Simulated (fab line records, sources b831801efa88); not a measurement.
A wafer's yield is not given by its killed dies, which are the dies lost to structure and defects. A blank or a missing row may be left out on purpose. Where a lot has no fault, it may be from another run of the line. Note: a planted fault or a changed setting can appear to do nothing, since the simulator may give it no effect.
fab line records + flow gf180mcu + part 2 of 2: steps 24 to 33 of 33
record:
- lots: 5
- wafers: 15
- last_day: 34
route steps=602 shown CONTACT@309 M1@315 V1@335
lots that met no fault: taken from a fault-free run of the same line
start_h: the number of hours between the record's first day and the start of the first shown wafer of the lot + wait_h: how many hours have passed since the lot's step before this one + " same as the row above + L1.1+2: a row that stands for several wafers + - value missing, or start not given + * or withheld: withheld + < > ~ a bound
route shown NAME@n: a module of which the file shows steps, and the number in the route of the first + usual: the fault-free wafers' mean and standard deviation + same: alike in all rows + chamber/n: place in a boat + sites: each site's reading + _std_site: how widely they spread, as a standard deviation + _edge_site: mean of outer sites minus mean of inner sites + radius_mm: how far each site lies from the wafer's centre + mask NAME#n: copy n + behind: the most recent tool/chamber to have shaped the wafer + hold: why the lot was held/for how many hours/how that ended + device: the transistor (n, p or np) that didn't switch + end of line: tests of these same wafers at the route's end + a step with no rows: only its recipe + killed: not the wafer's yield, but the dies lost to structure and defects at the first sort + map: shows each die of a wafer: x if killed, . if not, _ if none is there
set.NAME: setting as actually run; set.NAME@STEP: the setting as run at that earlier step + model.NAME: the simulator's own value behind a step, which no gauge read
lots at some steps of the route; a table a step, a row a wafer
services: a tool's chamber out of use, with start hour (start_h, from the record's first day; less than 0 if before it), hours out, and reason
== steps ==
step: GF_M1_STRIP_17
recipe:
- chemistry: O2/N2
- power_w: 1400
- pressure_mtorr: 1500
- platen_temp_c: 250
- o2_flow_sccm: 3000
- n2_flow_sccm: 300
- overash_fraction: 0.5
usual:
- drypump_motor_current_A: 5.6/0.46
- heater_power_w: 330/31
- n2_flow_sccm: 299.9/0.9
- oes_product_au: 0.556/0.0046
- strip_time_to_endpoint_s: 7.83/0.042
| lot.wafer | tool            | chamber | start_h | wait_h | drypump_motor_current_A | heater_power_w | n2_flow_sccm | oes_product_au | rf_hours_counter_h | strip_time_to_endpoint_s |
|-----------|-----------------|---------|---------|--------|-------------------------|----------------|--------------|----------------|--------------------|--------------------------|
| L075.1    | plasma_asher-02 | 1       | 394.67  | 0.1    | 6.0                     | 338            | 299.9        | 0.548          | 76                 | 7.89                     |
| L075.4    | "               | 1       | "       | "      | 6.0                     | 349            | 298.9        | 0.555          | -                  | 7.88                     |
| L075.6    | "               | 0       | "       | "      | 4.9                     | 369            | 299.4        | 0.558          | -                  | 7.89                     |
| L076.1    | plasma_asher-04 | 0       | 410.41  | 0.1    | 5.8                     | 282            | 300.9        | 0.564          | 63                 | 7.82                     |
| L076.2    | "               | 1       | "       | "      | 5.2                     | 317            | 298.7        | 0.556          | 63                 | 7.84                     |
| L076.3    | "               | 0       | "       | "      | 5.8                     | 277            | 300.3        | 0.550          | -                  | 7.81                     |
| L087.2    | plasma_asher-04 | 0       | 505.52  | 0.1    | 5.8                     | 285            | 301.9        | 0.556          | 73                 | 7.84                     |
| L087.5    | "               | 1       | "       | "      | 5.2                     | 317            | 299.7        | 0.547          | -                  | 7.80                     |
| L087.6    | "               | 0       | "       | "      | 5.8                     | 284            | 300.4        | 0.550          | -                  | 7.79                     |
| L091.1    | plasma_asher-04 | 1       | 535.90  | 0.1    | 5.1                     | 315            | 298.0        | 0.558          | 76                 | 7.77                     |
| L091.4    | "               | 1       | "       | "      | 5.2                     | 313            | 299.0        | 0.546          | -                  | 7.77                     |
| L091.5    | "               | 0       | "       | "      | 5.8                     | 282            | 299.7        | 0.559          | -                  | 7.76                     |
| L094.2    | plasma_asher-04 | 1       | 561.59  | 0.1    | 5.1                     | 317            | 299.7        | 0.563          | 79                 | 7.84                     |
| L094.4    | "               | 1       | "       | "      | 5.2                     | 314            | 300.0        | 0.553          | -                  | 7.90                     |
| L094.6    | "               | 0       | "       | "      | 5.8                     | 284            | 299.3        | 0.559          | -                  | 7.89                     |
step: GF_M1_STRIP_18
recipe:
- chemistry: post_etch_residue_remover
- time_s: 1200
- temp_c: 72.5
| lot.wafer  | tool         | chamber | start_h | wait_h |
|------------|--------------|---------|---------|--------|
| L075.1+4+6 | wet_bench-01 | 2       | 394.77  | 0.1    |
| L076.1+2+3 | wet_bench-04 | 0       | 410.51  | 0.1    |
| L087.2+5+6 | wet_bench-03 | 1       | 505.62  | 0.1    |
| L091.1+4+5 | wet_bench-03 | 3       | 536.00  | 0.1    |
| L094.2+4+6 | wet_bench-03 | 3       | 561.69  | 0.1    |
step: GF_M1_CLEAN_19
recipe:
- chemistry: DIW
- dry: n2_spin
| lot.wafer  | tool         | chamber | start_h | wait_h |
|------------|--------------|---------|---------|--------|
| L075.1+4+6 | wet_bench-03 | 1       | 395.11  | 0.0    |
| L076.1+2+3 | wet_bench-03 | 0       | 410.85  | 0.0    |
| L087.2+5+6 | wet_bench-04 | 1       | 505.96  | 0.0    |
| L091.1+4+5 | wet_bench-04 | 0       | 536.37  | 0.0    |
| L094.2+4+6 | wet_bench-04 | 0       | 562.03  | 0.0    |
step: GF_V1_CVD_00
recipe:
- material: SiO2
- target_thk_nm: 600
- sigma_open_frac: 0.3
- temp_c: 400
- time_s: 100
- sih4_flow_sccm: 60
- pressure_mtorr: 6
| lot.wafer  | tool      | chamber | start_h | wait_h |
|------------|-----------|---------|---------|--------|
| L075.1+4+6 | hdpcvd-01 | 2,2,1   | 395.20  | 0.0    |
| L076.1+2+3 | hdpcvd-02 | 1,0,2   | 410.95  | 0.0    |
| L087.2+5+6 | hdpcvd-01 | 0,2,1   | 506.05  | 0.0    |
| L091.1+4+5 | hdpcvd-02 | 2,2,1   | 536.47  | 0.0    |
| L094.2+4+6 | hdpcvd-02 | 1,2,0   | 562.12  | 0.0    |
step: GF_V1_THK_MEAS_01
recipe:
- reads: SiO2_of_V1_CVD_00
usual:
- V1_CVD_00_THK: 598/6
| lot.wafer | tool          | chamber | start_h | wait_h | V1_CVD_00_THK[nm] |
|-----------|---------------|---------|---------|--------|-------------------|
| L075.1    | film_metro-02 | -       | 395.28  | 0.0    | 609               |
| L075.4    | "             | -       | "       | "      | 607               |
| L075.6    | "             | -       | "       | "      | 598               |
| L076.1    | film_metro-01 | -       | 411.02  | 0.0    | 592               |
| L076.2    | "             | -       | "       | "      | 593               |
| L076.3    | "             | -       | "       | "      | 587               |
| L087.2    | film_metro-01 | -       | 506.13  | 0.0    | 606               |
| L087.5    | "             | -       | "       | "      | 611               |
| L087.6    | "             | -       | "       | "      | 598               |
| L091.1    | film_metro-01 | -       | 536.54  | 0.0    | 584               |
| L091.4    | "             | -       | "       | "      | 591               |
| L091.5    | "             | -       | "       | "      | 577               |
| L094.2    | film_metro-01 | -       | 562.20  | 0.0    | 597               |
| L094.4    | "             | -       | "       | "      | 595               |
| L094.6    | "             | -       | "       | "      | 599               |
step: GF_V1_CVD_02
recipe:
- material: SiO2
- target_thk_nm: 850
- precursor: TEOS
- temp_c: 400
- time_s: 94.851
- rf_w: 600
usual:
- heater_power_w: 663/120
| lot.wafer | tool     | chamber | start_h | wait_h | heater_power_w |
|-----------|----------|---------|---------|--------|----------------|
| L075.1    | pecvd-01 | 1       | 395.34  | 0.1    | 536            |
| L075.4    | "        | 0       | "       | "      | 685            |
| L075.6    | "        | 1       | "       | "      | 578            |
| L076.1    | pecvd-02 | 1       | 411.08  | 0.1    | 608            |
| L076.2    | "        | 2       | "       | "      | 766            |
| L076.3    | "        | 0       | "       | "      | 664            |
| L087.2    | pecvd-03 | 0       | 506.18  | 0.0    | 627            |
| L087.5    | "        | 0       | "       | "      | 684            |
| L087.6    | "        | 2       | "       | "      | 468            |
| L091.1    | pecvd-02 | 2       | 536.60  | 0.1    | 755            |
| L091.4    | "        | 1       | "       | "      | 683            |
| L091.5    | "        | 2       | "       | "      | 759            |
| L094.2    | pecvd-02 | 2       | 562.25  | 0.0    | 778            |
| L094.4    | "        | 2       | "       | "      | 818            |
| L094.6    | "        | 0       | "       | "      | 694            |
step: GF_V1_THK_MEAS_03
recipe:
- reads: SiO2_of_V1_CVD_02
usual:
- V1_CVD_02_THK: 847/9.9
| lot.wafer | tool          | chamber | start_h | wait_h | V1_CVD_02_THK[nm] |
|-----------|---------------|---------|---------|--------|-------------------|
| L075.1    | film_metro-02 | -       | 395.40  | 0.0    | 829               |
| L075.4    | "             | -       | "       | "      | 856               |
| L075.6    | "             | -       | "       | "      | 855               |
| L076.1    | film_metro-03 | -       | 411.15  | 0.0    | 846               |
| L076.2    | "             | -       | "       | "      | 843               |
| L076.3    | "             | -       | "       | "      | 827               |
| L087.2    | film_metro-02 | -       | 506.26  | 0.0    | 843               |
| L087.5    | "             | -       | "       | "      | 852               |
| L087.6    | "             | -       | "       | "      | 847               |
| L091.1    | film_metro-03 | -       | 536.67  | 0.0    | 848               |
| L091.4    | "             | -       | "       | "      | 853               |
| L091.5    | "             | -       | "       | "      | 865               |
| L094.2    | film_metro-02 | -       | 562.33  | 0.0    | 831               |
| L094.4    | "             | -       | "       | "      | 857               |
| L094.6    | "             | -       | "       | "      | 858               |
step: GF_V1_CMP_04
recipe:
- material: SiO2
- down_force_psi: 4
- platen_rpm: 60
- pad_velocity_m_s: 0.94248
usual:
- motor_current_A: 12.1/0.92
- slurry_flow_ml_min: 150.0/0.44
- time_to_endpoint_s: 79/4.7
| lot.wafer | tool   | chamber | start_h | wait_h | motor_current_A | slurry_flow_ml_min | time_to_endpoint_s |
|-----------|--------|---------|---------|--------|-----------------|--------------------|--------------------|
| L075.1    | cmp-02 | 1       | 395.56  | 0.1    | 11.2            | 150.6              | 74                 |
| L075.4    | "      | 2       | "       | "      | 12.3            | 150.1              | 81                 |
| L075.6    | "      | 3       | "       | "      | 11.5            | 150.0              | 79                 |
| L076.3    | cmp-01 | 2       | 411.21  | 0.0    | 12.7            | 149.8              | 71                 |
| L076.2    | "      | 3       | "       | "      | 12.7            | 149.4              | 71                 |
| L076.1    | "      | 0       | "       | "      | 12.1            | 150.2              | 81                 |
| L087.2    | cmp-02 | 1       | 506.36  | 0.1    | 10.7            | 149.9              | 76                 |
| L087.6    | "      | 0       | "       | "      | 14.3            | 150.6              | 77                 |
| L087.5    | "      | 1       | "       | "      | 11.1            | 150.1              | 81                 |
| L091.1    | cmp-01 | 0       | 536.73  | 0.1    | 12.6            | 149.6              | 86                 |
| L091.4    | "      | 2       | "       | "      | 12.1            | 150.3              | 86                 |
| L091.5    | "      | 1       | "       | "      | 10.5            | 150.0              | 89                 |
| L094.2    | cmp-02 | 0       | 562.48  | 0.1    | 13.2            | 149.7              | 76                 |
| L094.4    | "      | 1       | "       | "      | 11.0            | 149.6              | 82                 |
| L094.6    | "      | 2       | "       | "      | 11.6            | 149.6              | 84                 |
step: GF_V1_BOW_MEAS_05
recipe:
- mode: bow
usual:
- V1_BOW: 80/6.9
| lot.wafer | tool          | chamber | start_h | wait_h | V1_BOW[um] |
|-----------|---------------|---------|---------|--------|------------|
| L075.1    | film_metro-02 | -       | 395.76  | 0.1    | 68         |
| L075.4    | "             | -       | "       | "      | 76         |
| L075.6    | "             | -       | "       | "      | 65         |
| L076.1    | film_metro-01 | -       | 411.51  | 0.1    | 92         |
| L076.2    | "             | -       | "       | "      | 72         |
| L076.3    | "             | -       | "       | "      | 85         |
| L087.2    | film_metro-01 | -       | 506.63  | 0.2    | 76         |
| L087.5    | "             | -       | "       | "      | 79         |
| L087.6    | "             | -       | "       | "      | 81         |
| L091.1    | film_metro-01 | -       | 537.03  | 0.2    | 80         |
| L091.4    | "             | -       | "       | "      | 77         |
| L091.5    | "             | -       | "       | "      | 79         |
| L094.2    | film_metro-01 | -       | 562.70  | 0.2    | 83         |
| L094.4    | "             | -       | "       | "      | 90         |
| L094.6    | "             | -       | "       | "      | 73         |
step: GF_V1_DEHYDRATE_06
recipe:
- temp_c: 200
- time_s: 60
usual:
- chill_plate_temp_C: 22.99/0.092
- resist_line_temp_C: 22.97/0.11
| lot.wafer | tool           | chamber | start_h | wait_h | chill_plate_temp_C | resist_line_temp_C |
|-----------|----------------|---------|---------|--------|--------------------|--------------------|
| L075.1    | litho_track-03 | 0       | 407.22  | 11.4   | 22.84              | 23.11              |
| L075.4    | "              | 0       | "       | "      | 22.91              | 23.04              |
| L075.6    | "              | 0       | "       | "      | 22.99              | 23.06              |
| L076.1    | litho_track-03 | 0       | 423.32  | 11.8   | 23.02              | 22.89              |
| L076.2    | "              | 0       | "       | "      | 22.94              | 22.85              |
| L076.3    | "              | 0       | "       | "      | 22.94              | 22.71              |
| L087.2    | litho_track-03 | 0       | 518.44  | 11.8   | 22.99              | 22.95              |
| L087.5    | "              | 0       | "       | "      | 23.07              | 23.04              |
| L087.6    | "              | 0       | "       | "      | 22.96              | 22.95              |
| L091.1    | litho_track-03 | 0       | 548.22  | 11.2   | 22.95              | 22.87              |
| L091.4    | "              | 0       | "       | "      | 22.96              | 22.94              |
| L091.5    | "              | 0       | "       | "      | 23.00              | 23.03              |
| L094.2    | litho_track-01 | 0       | 573.04  | 10.3   | 22.94              | 22.92              |
| L094.4    | "              | 0       | "       | "      | 22.91              | 22.89              |
| L094.6    | "              | 0       | "       | "      | 22.87              | 22.92              |
== services ==
| tool            | chamber | start_h | hours | kind   |
|-----------------|---------|---------|-------|--------|
| cmp-01          | -       | 354.17  | 3.2   | repair |
| pecvd-02        | 0       | 356.32  | 14.1  | repair |
| pvd_sputter-02  | -       | 365.32  | 8.3   | repair |
| pvd_sputter-04  | -       | 374.73  | 0.8   | repair |
| cmp-01          | -       | 395.77  | 0.5   | repair |
| cmp-02          | -       | 404.23  | 4.0   | pm     |
| cmp-02          | -       | 412.88  | 5.5   | pm     |
| pvd_sputter-04  | -       | 421.33  | 7.1   | repair |
| cmp-01          | -       | 451.21  | 1.6   | repair |
| cmp-02          | -       | 452.13  | 1.8   | repair |
| cmp-01          | -       | 458.10  | 6.6   | pm     |
| pvd_sputter-02  | -       | 461.60  | 0.9   | repair |
| plasma_asher-04 | -       | 462.43  | 13.5  | repair |
| pvd_sputter-02  | -       | 464.77  | 1.8   | repair |
| cmp-02          | -       | 481.14  | 2.1   | repair |
| cmp-02          | -       | 493.75  | 1.3   | repair |
| pvd_sputter-01  | -       | 497.20  | 2.4   | repair |
| pvd_sputter-04  | -       | 500.58  | 0.6   | repair |
| cmp-01          | -       | 504.83  | 0.3   | repair |
| cmp-02          | -       | 526.78  | 1.4   | repair |
| pvd_sputter-04  | -       | 528.48  | 2.1   | repair |
| cmp-02          | -       | 557.03  | 2.3   | repair |
| plasma_asher-04 | -       | 567.34  | 0.7   | repair |
| cmp-01          | -       | 572.00  | 4.0   | pm     |
